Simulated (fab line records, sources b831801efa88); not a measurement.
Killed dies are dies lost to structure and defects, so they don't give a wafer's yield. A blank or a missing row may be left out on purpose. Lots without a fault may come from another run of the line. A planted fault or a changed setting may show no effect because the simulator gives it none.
Chamber matching | flow gf180mcu | GF_STI_CMP_25 on cmp-01: 4 sister chambers
The step polishes, stops on Si3N4, t overpolish 33 s, target thk 524.6 nm. 4 wafers are shown with their chamber, then 7 later ones without.

WAFERS WITH THEIR CHAMBER
wafer  | chamber | motor_current_A (A)
L318.2 | 0       | 10.9
L318.5 | 3       | 13.3
L319.2 | 1       | 12.1
L319.3 | 2       | 11.6

WAFERS WITHOUT THEIR CHAMBER
wafer  | motor_current_A (A)
L319.6 | 11.6
L321.1 | 13.0
L321.4 | 11.1
L321.5 | 11.0
L322.1 | 11.1
L322.4 | 10.9
L322.6 | 12.6

WHICH CHAMBER EACH WENT THROUGH
wafer  | from the rows above     | in truth
L319.6 | 2                       | 2
L321.1 | 3                       | 3
L321.4 | can't be placed: 0 or 2 | 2
L321.5 | 0                       | 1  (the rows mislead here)
L322.1 | can't be placed: 0 or 2 | 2
L322.4 | 0                       | 0
L322.6 | can't be placed: 1 or 3 | 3
Placed correctly: 3 of 7. Can't be placed from these rows: 3 (the true chamber is among the candidates in 3). Placed wrongly: 1.
How it was worked out, from the rows above alone: a wafer's distance from a chamber is the root of the sum, over the readings, of the square of ((its reading less the chamber's mean) divided by the reading's scatter). The wafer belongs to the nearest chamber; if the next one is less than 2 further off, it can't be placed. A chamber's mean is the mean of its shown wafers. The scatter: with one shown wafer a chamber, the root of the mean of the squares of how far each hidden wafer lies from its nearest shown one.
